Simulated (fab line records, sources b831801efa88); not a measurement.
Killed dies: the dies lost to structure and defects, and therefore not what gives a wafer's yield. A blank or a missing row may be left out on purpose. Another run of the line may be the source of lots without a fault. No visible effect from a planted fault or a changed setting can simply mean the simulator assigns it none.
fab line records	flow sky130
[record] lots = 7	wafers = 21	lastDay = 50
route steps=708 shown FIELD_ISO@16 PAD_OPEN@708
lots untouched by any fault: they come from a run of this same line in which no faults occurred
startH: hours from the record's opening day to when the first of the lot's shown wafers began	waitH: hours since the lot's step before	" as in the row above	L1.1+2: a row that stands for several wafers	- no value, or no start was given	* or withheld: withheld	< > ~ a bound
route shown NAME@n: NAME is a module with steps in the file, n the number in the route of the first one	usual: average and standard deviation across the fault-free wafers	same: alike in all rows	chamber/n: place in a boat	sites: readings site by site	_std_site: the standard deviation of these	_edge_site: the outer-site mean with the inner-site mean subtracted	radiusMm: for every site, how far away it sits from the centre of the wafer	mask NAME#n: copy n	behind: the tool/chamber that last shaped the wafer	hold: why the lot went on hold/how many hours it stayed there/how the hold came to an end	device: whichever transistor did not switch (one of n, p or np)	end of line: the tests these same wafers got at the end of their route	a step without rows: its recipe alone	killed: dies that structure and defects cost at the first sort, which is not the same as the wafer's yield	map: a wafer's dies, marking killed ones x, the rest . and places with no die _
set.NAME: the run value of the setting; set.NAME@STEP: its run value at that earlier step	model.NAME: the simulator's own value behind a step, which no gauge read
a table for each step, a row for each wafer; lots at some steps of the route
services: the hour from which a tool's chamber was out of use, counted from the record's first day as startH (under 0 if before that day), plus the number of hours and why
[[steps]]
[step SKY_FIELD_ISO_ETCH_15]
[recipe] chemistry = CHF3/O2	targetDepthNm = 180	stopOn = Si	sourceW = 600	biasW = 200	pressureMtorr = 40	chf3FlowSccm = 50	O2_flow_sccm = 5	timeS = 73.54
[usual] drypumpMotorCurrentA = 5.8/0.49	oesProductAu = 0.942/0.0065	throttleValvePct = 8.843/0.0096
lot.wafer	tool	chamber	startH	waitH	drypumpMotorCurrentA	oesProductAu	rfHoursCounterH	throttleValvePct
L204.1	rieDiel-04	3	49.93	0.0	5.3	0.926	103	8.839
L204.3	"	1	"	"	6.4	0.930	103	8.836
L204.6	"	1	"	"	6.4	0.924	-	8.848
L207.2	rieDiel-02	0	64.98	0.0	6.2	0.940	76	8.857
L207.4	"	1	"	"	5.7	0.942	136	8.837
L207.5	"	2	"	"	5.8	0.945	-	8.855
L210.1	rieDiel-04	1	80.63	0.0	6.4	0.950	104	8.838
L210.5	"	1	"	"	6.4	0.954	-	8.843
L210.6	"	0	"	"	6.6	0.958	-	8.851
L211.2	rieDiel-04	2	86.27	0.0	5.4	0.950	0	8.852
L211.5	"	0	"	"	6.6	0.940	-	8.846
L211.6	"	1	"	"	6.4	0.943	-	8.842
L212.1	rieDiel-02	3	93.12	0.0	5.6	0.944	56	8.829
L212.4	"	0	"	"	6.2	0.941	77	8.850
L212.6	"	2	"	"	5.8	0.931	-	8.837
L216.1	rieDiel-03	0	110.78	0.0	6.1	0.947	72	8.847
L216.4	"	0	"	"	6.1	0.937	-	8.836
L216.6	"	2	"	"	5.5	0.932	-	8.837
L222.1	rieDiel-03	3	147.47	0.0	5.6	0.940	149	8.844
L222.2	"	0	"	"	6.0	0.948	73	8.842
L222.4	"	2	"	"	5.6	0.947	154	8.841
[step SKY_FIELD_ISO_STRIP_16]
[recipe] chemistry = O2/N2	powerW = 1400	pressureMtorr = 1500	platenTempC = withheld	o2FlowSccm = 3000	n2FlowSccm = 300	overashFraction = 0.5
[usual] drypumpMotorCurrentA = 5.8/0.42	oesProductAu = 0.379/0.0048	stripTimeToEndpointS = 3.594/0.029
lot.wafer	tool	chamber	startH	waitH	drypumpMotorCurrentA	oesProductAu	rfHoursCounterH	stripTimeToEndpointS
L204.1	plasmaAsher-04	0	49.99	0.0	5.8	0.375	38	3.564
L204.3	"	0	"	"	5.8	0.375	-	3.601
L204.6	"	1	"	"	4.9	0.387	-	3.610
L207.2	plasmaAsher-03	0	65.04	0.0	5.6	0.376	38	3.611
L207.4	"	0	"	"	5.6	0.377	-	3.569
L207.5	"	0	"	"	5.6	0.378	-	3.598
L210.1	plasmaAsher-03	1	80.69	0.0	6.3	0.372	40	3.600
L210.5	"	1	"	"	6.3	0.378	-	3.612
L210.6	"	0	"	"	5.6	0.380	-	3.573
L211.2	plasmaAsher-03	1	86.32	0.0	6.4	0.385	41	3.605
L211.5	"	0	"	"	5.6	0.377	-	3.633
L211.6	"	1	"	"	6.4	0.378	-	3.606
L212.1	plasmaAsher-04	0	93.17	0.0	5.8	0.385	40	3.609
L212.4	"	1	"	"	4.9	0.373	-	3.623
L212.6	"	0	"	"	5.8	0.386	-	3.631
L216.1	plasmaAsher-03	1	110.84	0.0	6.4	0.381	43	3.594
L216.4	"	0	"	"	5.6	0.375	-	3.599
L216.6	"	1	"	"	6.3	0.381	-	3.587
L222.1	plasmaAsher-03	0	147.53	0.0	5.5	0.378	47	3.589
L222.2	"	1	"	"	6.3	0.374	47	3.602
L222.4	"	0	"	"	5.5	0.380	-	3.586
[step SKY_FIELD_ISO_ETCH_17]
[recipe] targetDepthA = 3420	maskMaterial = Si3N4	chemistry = HBr/Cl2/O2	target = Si	taperDeg = 5	icpW = 600	biasW = 150	pressureMtorr = 15	HBr_flow_sccm = 150	Cl2_flow_sccm = 40	O2_flow_sccm = 6	timeS = 97.7
[usual] drypumpMotorCurrentA = 5.5/0.46	heBacksideLeakSccm = 2.7/0.33	oesProductAu = 1.001/0.0068	throttleValvePct = 25.655/0.0093
lot.wafer	tool	chamber	startH	waitH	drypumpMotorCurrentA	heBacksideLeakSccm	oesProductAu	rfHoursCounterH	throttleValvePct
L204.1	rieSi-02	3	50.09	0.1	5.4	2.6	1.006	6	25.665
L204.3	"	1	"	"	6.3	3.1	0.999	66	25.651
L204.6	"	2	"	"	5.2	2.6	1.005	-	25.675
L207.2	rieSi-01	1	65.14	0.1	6.0	2.5	1.001	35	25.658
L207.4	"	0	"	"	5.0	2.8	1.004	1	25.651
L207.5	"	1	"	"	6.0	2.5	1.002	-	25.661
L210.1	rieSi-02	3	80.79	0.1	5.4	2.5	0.992	6	25.650
L210.5	"	3	"	"	5.4	2.6	1.001	-	25.653
L210.6	"	2	"	"	5.2	2.5	1.009	-	25.655
L211.2	rieSi-01	1	86.42	0.1	6.0	2.4	0.997	35	25.657
L211.5	"	0	"	"	5.0	3.0	1.001	-	25.637
L211.6	"	3	"	"	5.2	2.5	1.000	-	25.661
L212.1	rieSi-02	3	93.27	0.1	5.4	2.4	0.990	6	25.674
L212.4	"	2	"	"	5.2	2.5	1.005	0	25.653
L212.6	"	1	"	"	6.2	3.0	0.993	-	25.660
L216.1	rieSi-01	3	110.94	0.1	5.2	2.4	0.996	2	25.663
L216.4	"	2	"	"	4.8	2.7	1.003	77	25.666
L216.6	"	2	"	"	4.8	2.9	0.994	-	25.670
L222.1	rieSi-02	0	147.63	0.1	5.5	2.5	1.007	66	25.647
L222.2	"	1	"	"	6.3	3.1	1.005	67	25.658
L222.4	"	3	"	"	5.4	2.3	1.010	7	25.665
[step SKY_FIELD_ISO_WET_ETCH_18]
[recipe] chemistry = H3PO4	targetDepthNm = 25	tempC = 160	target = Si3N4	timeS = 286
[step SKY_FIELD_ISO_CLEAN_19]
[recipe] chemistry = SC1/SC2	mix = 1:4:20	tempC = 70	timeS = 150
[step SKY_FIELD_ISO_CLEAN_20]
[recipe] chemistry = dHF	timeS = 20	dilution = 100:1
[step SKY_FIELD_ISO_WET_ETCH_21]
[recipe] chemistry = dHF	dilution = 100:1	targetDepthNm = 20	dry = ipaMarangoni	target = SiO2	tempC = 25	timeS = 400
[step SKY_FIELD_ISO_OXIDATION_22]
[recipe] tempC = 950	ambient = O2	stabiliseS = 600	purgeS = 300	targetThkA = 100	oxTimeS = 623
[step SKY_FIELD_ISO_THK_MEAS_23]
[recipe] reads = SiO2_of_FIELD_ISO_OXIDATION_22
[usual] FIELD_ISO_OXIDATION_01_THK = 10.06/0.19
lot.wafer	tool	chamber	startH	waitH	FIELD_ISO_OXIDATION_01_THK[nm]
L204.1	filmMetro-03	-	51.67	0.0	10.04
L204.3	"	-	"	"	10.16
L204.6	"	-	"	"	10.11
L207.2	filmMetro-01	-	67.81	0.0	9.81
L207.4	"	-	"	"	9.60
L207.5	"	-	"	"	9.55
L210.1	filmMetro-01	-	83.42	0.0	10.14
L210.5	"	-	"	"	10.07
L210.6	"	-	"	"	10.03
L211.2	filmMetro-02	-	87.95	0.0	10.17
L211.5	"	-	"	"	9.87
L211.6	"	-	"	"	9.84
L212.1	filmMetro-02	-	94.79	0.0	9.62
L212.4	"	-	"	"	9.64
L212.6	"	-	"	"	9.71
L216.1	filmMetro-02	-	113.08	0.0	10.21
L216.4	"	-	"	"	10.35
L216.6	"	-	"	"	10.33
L222.1	filmMetro-02	-	149.62	0.0	10.15
L222.2	"	-	"	"	10.07
L222.4	"	-	"	"	10.07
[step SKY_FIELD_ISO_CVD_24]
[recipe] material = SiO2	targetThkNm = 595	tempC = 650	sigmaOpenFrac = 0.3	timeS = 99.2	sih4FlowSccm = 60	pressureMtorr = 6
[step SKY_FIELD_ISO_THK_MEAS_25]
[recipe] reads = SiO2_of_FIELD_ISO_CVD_24
[usual] FIELD_ISO_CVD_24_THK = 595/4.8
lot.wafer	tool	chamber	startH	waitH	FIELD_ISO_CVD_24_THK[nm]
L204.1	filmMetro-01	-	51.80	0.0	595
L204.3	"	-	"	"	594
L204.6	"	-	"	"	588
L207.2	filmMetro-02	-	67.95	0.0	588
L207.4	"	-	"	"	592
L207.5	"	-	"	"	592
L210.1	filmMetro-02	-	83.55	0.0	598
L210.5	"	-	"	"	590
L210.6	"	-	"	"	590
L211.2	filmMetro-01	-	88.08	0.0	589
L211.5	"	-	"	"	588
L211.6	"	-	"	"	589
L212.1	filmMetro-01	-	94.92	0.0	603
L212.4	"	-	"	"	595
L212.6	"	-	"	"	604
L216.1	filmMetro-01	-	113.22	0.0	602
L216.4	"	-	"	"	598
L216.6	"	-	"	"	594
L222.1	filmMetro-01	-	149.75	0.0	594
L222.2	"	-	"	"	595
L222.4	"	-	"	"	593
[step SKY_FIELD_ISO_ANNEAL_26]
[recipe] tempC = 1000	timeS = 1800	ambient = N2
[step SKY_FIELD_ISO_CMP_27]
[recipe] stopOn = Si3N4	tOverpolishS = 16	downForcePsi = 4	platenRpm = 60	targetThkNm = 457.8	padVelocityMS = 0.94248
[usual] edgeZonePressureFrac = 1.002/0.0049	headPressurePsi = 4.000/0.0087	motorCurrentA = 12.4/1.1	overpolishRunS = 16.000/0.0097	timeToEndpointS = 111/3.2
lot.wafer	tool	chamber	startH	waitH	edgeZonePressureFrac	headPressurePsi	motorCurrentA	overpolishRunS	timeToEndpointS	model.SiO2_of_FIELD_ISO_CVD_24.thkNm
L204.3	cmp-02	3	53.41	0.1	1.003	4.013	13.2	16.013	114	458.6
L204.1	"	0	"	"	1.006	4.016	12.4	16.005	114	458.8
L204.6	"	2	"	"	1.003	4.007	13.4	15.991	112	458.9
L207.2	cmp-01	3	70.70	0.1	1.008	4.007	11.1	16.004	110	457.5
L207.4	"	0	"	"	0.997	3.994	11.6	16.018	112	457.7
L207.5	"	2	"	"	1.002	3.982	13.5	15.990	112	457.4
L210.1	cmp-01	3	85.11	0.0	-	-	-	-	-	597.9
L210.5	"	3	"	"	-	-	-	-	-	589.7
L210.6	"	0	"	"	-	-	-	-	-	590.8
L211.2	cmp-02	2	89.63	0.0	-	-	-	-	-	588.7
L211.5	"	2	"	"	-	-	-	-	-	587.8
L211.6	"	3	"	"	-	-	-	-	-	588.9
L212.4	cmp-02	1	96.53	0.1	-	-	-	-	-	595.3
L212.1	"	3	"	"	-	-	-	-	-	603.6
L212.6	"	1	"	"	-	-	-	-	-	604.5
L216.4	cmp-01	0	117.55	0.1	0.995	3.990	11.8	16.012	113	457.5
L216.1	"	1	"	"	0.991	3.998	14.2	16.002	115	458.2
L216.6	"	0	"	"	1.000	3.994	11.1	16.001	114	457.9
L222.1	cmp-02	0	153.83	0.0	0.997	4.010	12.1	15.983	108	457.2
L222.4	"	2	"	"	1.002	3.997	13.4	16.001	114	458
L222.2	"	3	"	"	0.997	4.009	13.2	15.984	108	458.8
[step SKY_FIELD_ISO_WET_ETCH_28]
[recipe] chemistry = dHF	targetDepthNm = 23.7	target = SiO2	dilution = 10:1	tempC = 25	timeS = 47
[step SKY_FIELD_ISO_WET_ETCH_29]
[recipe] chemistry = H3PO4	targetDepthNm = 160	target = Si3N4	tempC = 160	timeS = 1825
[step SKY_FIELD_ISO_WET_ETCH_30]
[recipe] chemistry = dHF	targetDepthNm = 25	target = SiO2	dilution = 10:1	tempC = 25	timeS = 50
lot.wafer	tool	chamber	startH	waitH	model.SiO2_of_FIELD_ISO_CVD_24.thkNm
L204.1	wetBench-02	1	54.71	0.0	406.6
L204.3	"	1	"	"	406.3
L204.6	"	1	"	"	406.5
L207.2	wetBench-03	0	71.51	0.0	404.4
L207.4	"	0	"	"	404.6
L207.5	"	0	"	"	404.2
L210.1	wetBench-02	2	85.95	0.0	545.5
L210.5	"	2	"	"	537.1
L210.6	"	2	"	"	538.4
L211.2	wetBench-03	3	90.47	0.0	536.2
L211.5	"	3	"	"	535.1
L211.6	"	3	"	"	536.1
L212.1	wetBench-04	1	97.37	0.0	551
L212.4	"	1	"	"	543
L212.6	"	1	"	"	552.1
L216.1	wetBench-02	3	118.34	0.0	405.8
L216.4	"	3	"	"	404.9
L216.6	"	3	"	"	405.4
L222.1	wetBench-02	0	154.66	0.0	404.2
L222.2	"	0	"	"	405.9
L222.4	"	0	"	"	405.2
[step SKY_PAD_OPEN_PROBE_99]
[usual] killed_at_M0_to_M3 = 45/7.9	killed_at_M4_up = 2.9/1.8	killedAtContacts = 25/5.5	killedAtFrontEnd = 16/4.4	killedAtOther = 0.3/0.58	killedDies = 89/9.4	killedOnRim = 18/3.9	killedOpen = 49/6.8	killedShort = 40/6.3
[same] grossDies = 492	killedAtBackSide = 0
lot.wafer	tool	chamber	startH	waitH	killed_at_M0_to_M3	killed_at_M4_up	killedAtContacts	killedAtFrontEnd	killedAtOther	killedDies	killedOnRim	killedOpen	killedShort
L204.1	prober-02	-	1099.96	0.1	40	2	17	26	0	85	16	44	41
L204.3	prober-02	-	1100.06	0.2	57	4	31	14	2	108	23	58	48
L204.6	prober-02	-	1100.21	0.2	58	4	18	13	0	93	14	42	51
L210.1	prober-02	-	1130.80	0.1	46	6	23	417	0	492	96	51	44
L210.5	prober-02	-	1131.00	0.2	40	2	24	426	0	492	96	51	29
L210.6	prober-02	-	1131.05	0.2	42	5	29	416	0	492	96	45	42
L211.2	prober-02	-	1137.81	0.1	28	3	27	433	1	492	96	39	33
L211.5	prober-02	-	1137.96	0.2	52	4	21	415	0	492	96	46	38
L211.6	prober-02	-	1138.01	0.2	33	4	18	435	2	492	96	41	37
L212.1	prober-02	-	1139.26	0.1	45	1	21	425	0	492	96	48	34
L212.4	prober-02	-	1139.41	0.2	42	2	27	420	1	492	96	52	37
L212.6	prober-02	-	1139.51	0.2	48	5	19	419	1	492	96	42	45
// killed by level:class
L204.1 VIA2:geometricParticle:open=10 POLY_GATE:geometricParticle:short=6 POLY_GATE:geometricParticle:open=6 CONTACT:geometricParticle:open=6 METAL1:geometricParticle:short=6 VIA3:geometricParticle:open=5 METAL2:geometricParticle:short=5 SPACER:geometricParticle:open=4
L204.3 VIA1:geometricParticle:open=16 CONTACT:geometricParticle:open=13 METAL2:geometricParticle:short=8 LI_CONTACT:geometricParticle:open=7 LOCAL_INTERCONNECT:geometricParticle:short=6 VIA2:geometricParticle:open=6 VIA3:geometricParticle:open=6 VIA1:geometricParticle:short=6
L204.6 VIA1:geometricParticle:open=12 VIA2:geometricParticle:open=10 METAL2:geometricParticle:short=8 LOCAL_INTERCONNECT:geometricParticle:short=7 CONTACT:geometricParticle:open=6 VIA1:geometricParticle:short=6 METAL1:geometricParticle:short=5 VIA2:geometricParticle:short=5
L210.1 FIELD_ISO:areaCmp=397 VIA1:geometricParticle:open=14 CONTACT:geometricParticle:open=9 LI_CONTACT:geometricParticle:open=6 METAL1:geometricParticle:short=6 METAL2:geometricParticle:short=6 FIELD_ISO:geometricParticle:short=5 VIA2:geometricParticle:open=5
L210.5 FIELD_ISO:areaCmp=408 CONTACT:geometricParticle:open=10 VIA1:geometricParticle:open=8 LI_CONTACT:geometricParticle:open=7 VIA2:geometricParticle:open=6 VIA3:geometricParticle:open=6 SPACER:geometricParticle:open=5 METAL1:geometricParticle:short=5
L210.6 FIELD_ISO:areaCmp=404 CONTACT:geometricParticle:open=11 VIA1:geometricParticle:open=9 METAL2:geometricParticle:short=7 LI_CONTACT:geometricParticle:open=6 VIA2:geometricParticle:open=5 METAL1:geometricParticle:short=4 LI_CONTACT:geometricParticle:short=4
L211.2 FIELD_ISO:areaCmp=420 CONTACT:geometricParticle:open=11 LI_CONTACT:geometricParticle:open=8 VIA1:geometricParticle:open=6 METAL1:geometricParticle:short=5 VIA2:geometricParticle:open=4 VIA1:geometricParticle:short=4 POLY_CUT:geometricParticle:open=3
L211.5 FIELD_ISO:areaCmp=408 LI_CONTACT:geometricParticle:open=12 VIA2:geometricParticle:open=10 VIA1:geometricParticle:open=8 METAL2:geometricParticle:short=8 VIA1:geometricParticle:short=7 METAL3:geometricParticle:short=5 VIA3:geometricParticle:open=5
L211.6 FIELD_ISO:areaCmp=414 VIA1:geometricParticle:open=11 FIELD_ISO:geometricParticle:open=7 LI_CONTACT:geometricParticle:open=7 VIA1:geometricParticle:short=5 LOCAL_INTERCONNECT:geometricParticle:short=4 METAL2:geometricParticle:short=4 FIELD_ISO:geometricParticle:short=3
L212.1 FIELD_ISO:areaCmp=409 VIA1:geometricParticle:open=11 METAL2:geometricParticle:short=10 CONTACT:geometricParticle:open=9 LI_CONTACT:geometricParticle:open=7 VIA3:geometricParticle:open=6 POLY_GATE:geometricParticle:short=4 VIA2:geometricParticle:open=4
L212.4 FIELD_ISO:areaCmp=403 VIA1:geometricParticle:open=11 LI_CONTACT:geometricParticle:open=9 CONTACT:geometricParticle:open=7 FIELD_ISO:geometricParticle:open=5 CONTACT:geometricParticle:short=5 VIA2:geometricParticle:short=5 VIA2:geometricParticle:open=4
L212.6 FIELD_ISO:areaCmp=405 VIA3:geometricParticle:open=10 CONTACT:geometricParticle:open=8 METAL1:geometricParticle:short=8 VIA1:geometricParticle:open=8 VIA1:geometricParticle:short=7 FIELD_ISO:geometricParticle:short=6 METAL2:geometricParticle:short=5
// map L210.1 (x killed, . not)
__________xxxxxxxxxx_________
________xxxxxxxxxxxxxx_______
______xxxxxxxxxxxxxxxxxx_____
_____xxxxxxxxxxxxxxxxxxxx____
____xxxxxxxxxxxxxxxxxxxxxx___
___xxxxxxxxxxxxxxxxxxxxxxxx__
__xxxxxxxxxxxxxxxxxxxxxxxxxx_
_xxxxxxxxxxxxxxxxxxxxxxxxxxxx
_xxxxxxxxxxxxxxxxxxxxxxxxxxxx
_xxxxxxxxxxxxxxxxxxxxxxxxxxxx
_xxxxxxxxxxxxxxxxxxxxxxxxxxxx
_xxxxxxxxxxxxxxxxxxxxxxxxxxxx
_xxxxxxxxxxxxxxxxxxxxxxxxxxxx
_xxxxxxxxxxxxxxxxxxxxxxxxxxxx
_xxxxxxxxxxxxxxxxxxxxxxxxxxxx
__xxxxxxxxxxxxxxxxxxxxxxxxxx_
___xxxxxxxxxxxxxxxxxxxxxxxx__
____xxxxxxxxxxxxxxxxxxxxxx___
_____xxxxxxxxxxxxxxxxxxxx____
______xxxxxxxxxxxxxxxxxx_____
________xxxxxxxxxxxxxx_______
__________xxxxxxxxxx_________
// map L211.2 (x killed, . not)
__________xxxxxxxxxx_________
________xxxxxxxxxxxxxx_______
______xxxxxxxxxxxxxxxxxx_____
_____xxxxxxxxxxxxxxxxxxxx____
____xxxxxxxxxxxxxxxxxxxxxx___
___xxxxxxxxxxxxxxxxxxxxxxxx__
__xxxxxxxxxxxxxxxxxxxxxxxxxx_
_xxxxxxxxxxxxxxxxxxxxxxxxxxxx
_xxxxxxxxxxxxxxxxxxxxxxxxxxxx
_xxxxxxxxxxxxxxxxxxxxxxxxxxxx
_xxxxxxxxxxxxxxxxxxxxxxxxxxxx
_xxxxxxxxxxxxxxxxxxxxxxxxxxxx
_xxxxxxxxxxxxxxxxxxxxxxxxxxxx
_xxxxxxxxxxxxxxxxxxxxxxxxxxxx
_xxxxxxxxxxxxxxxxxxxxxxxxxxxx
__xxxxxxxxxxxxxxxxxxxxxxxxxx_
___xxxxxxxxxxxxxxxxxxxxxxxx__
____xxxxxxxxxxxxxxxxxxxxxx___
_____xxxxxxxxxxxxxxxxxxxx____
______xxxxxxxxxxxxxxxxxx_____
________xxxxxxxxxxxxxx_______
__________xxxxxxxxxx_________
[[services]]
tool	chamber	startH	hours	kind
rieDiel-04	3	26.88	7.2	repair
rieSi-02	-	28.45	2.8	pm
cmp-01	-	38.52	5.2	repair
rieDiel-02	-	45.71	0.5	repair
cmp-01	-	57.99	4.9	pm
rieDiel-03	-	58.36	0.4	repair
rieSi-02	0	60.34	3.3	repair
plasmaAsher-04	-	62.36	23.2	repair
rieSi-02	2	64.79	-	clean
rieSi-02	2	64.79	13.8	scheduledDown
rieSi-02	2	64.79	13.8	ventCycle
cmp-02	-	65.24	4.0	pm
cmp-02	-	69.24	-	consumableReplace:conditioner
cmp-02	-	79.00	5.2	pm
cmp-02	-	85.07	0.4	repair
rieDiel-03	-	87.21	0.6	repair
rieDiel-03	1	109.42	2.4	repair
rieDiel-02	-	111.88	0.5	repair
cmp-01	-	114.09	2.4	repair
cmp-01	-	123.50	1.3	repair
wetBench-02	-	126.38	1.0	repair
rieDiel-02	-	130.16	4.8	repair
rieDiel-03	1	133.61	3.6	repair
rieDiel-04	2	139.85	9.7	repair
[[key]]
[firstSign] step = SKY_FIELD_ISO_CMP_27	reading = toolRecord	direction = missing
[effect] step = SKY_PAD_OPEN_PROBE_99	reading = killedAtFrontEnd	direction = up	sigmas = 94	usual = 16	struck = 423
[modelEffect] step = SKY_FIELD_ISO_CMP_27	value = SiO2_of_FIELD_ISO_CVD_24.thkNm	without = 457.5	struck = 594.1
[modelEffect] step = SKY_FIELD_ISO_WET_ETCH_30	value = SiO2_of_FIELD_ISO_CVD_24.thkNm	without = 405	struck = 541.6
[moreKillsBornAt] SKY_FIELD_ISO_CMP_27@cmp-02 = 2459	SKY_FIELD_ISO_CMP_27@cmp-01 = 1209
metAt SKY_FIELD_ISO_CMP_27
struckWafers L210.1,L210.5,L210.6,L211.2,L211.5,L211.6,L212.1,L212.4,L212.6
laterRowsLeftOut L210.1,L210.5,L210.6,L211.2,L211.5,L211.6,L212.1,L212.4,L212.6
testerLeftOut L210,L211,L212
onsetBetween 70.70 85.11
[fault] kind = skippedStepWhole	tool = cmp-01,cmp-02	chamber = -	onsetH = 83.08	steps = SKY_FIELD_ISO_CMP_27	scope = struckLotsOnly
// testerLeftOut: of these lots the tester's yield and bins aren't shown, on N5 and GAA mostly nor the transistor test; their killed dies are dies lost to structure and defects alone, not to doping, threshold or leakage, so they don't give the yield
// laterRowsLeftOut: the simulator's readings of these wafers behind a module that went badly wrong aren't trusted and aren't shown, but for the sort
